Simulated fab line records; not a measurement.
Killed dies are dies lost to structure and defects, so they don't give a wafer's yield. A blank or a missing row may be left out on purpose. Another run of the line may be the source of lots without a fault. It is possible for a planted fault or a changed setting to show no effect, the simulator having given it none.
Which of the tools did it? / flow gf180mcu / 7 lots (21 wafers sampled), 1 step of a 602-step route

== WHAT THE GAUGES READ, wafer by wafer ==
GF_CONTACT_RS_MEAS_25: a four-point-probe measurement.
lot=L461; measured=day 16 11:08; on=filmMetro-03; CONTACT_W_RS (ohm/sq)=0.380 0.378 0.386
lot=L464; measured=day 17 09:53; on=filmMetro-02; CONTACT_W_RS (ohm/sq)=0.387 0.388 0.396
lot=L467; measured=day 18 14:02; on=filmMetro-01; CONTACT_W_RS (ohm/sq)=0.386 0.387 0.385
lot=L476; measured=day 22 01:25; on=filmMetro-03; CONTACT_W_RS (ohm/sq)=0.383 0.386 0.380
lot=L478; measured=day 22 23:41; on=filmMetro-02; CONTACT_W_RS (ohm/sq)=0.386 0.386 0.389
lot=L481; measured=day 23 13:22; on=filmMetro-01; CONTACT_W_RS (ohm/sq)=0.380 0.388 0.381
lot=L482; measured=day 23 23:09; on=filmMetro-02; CONTACT_W_RS (ohm/sq)=0.386 0.387 0.390

== TOOL THAT RAN EACH LOT (tool first, then ch and the chambers of the sampled wafers, then the start) ==
The record shows no process step preceding these readings.

== THE ANSWER, worked out from the rows above alone ==
Rule: the lots themselves supply what counts as usual. The widest of any qualifying gaps counts: lots, ordered by their means at a reading, are off when they make up no more than a third of the lots, leave a main group of 4 or more, and stand apart from it by 3 or more times the standard deviation of that group's means. A main group whose means are all the same, to the digits that the tables above print for the reading, isn't used. Also off: a lot with no number at a reading for which 4 or more lots have one. The other lots that the step has rows for count as sound.
No lot is off on any of the readings shown, so nothing can be concluded from this.

== WHAT THE SIMULATOR HAD PUT IN ==
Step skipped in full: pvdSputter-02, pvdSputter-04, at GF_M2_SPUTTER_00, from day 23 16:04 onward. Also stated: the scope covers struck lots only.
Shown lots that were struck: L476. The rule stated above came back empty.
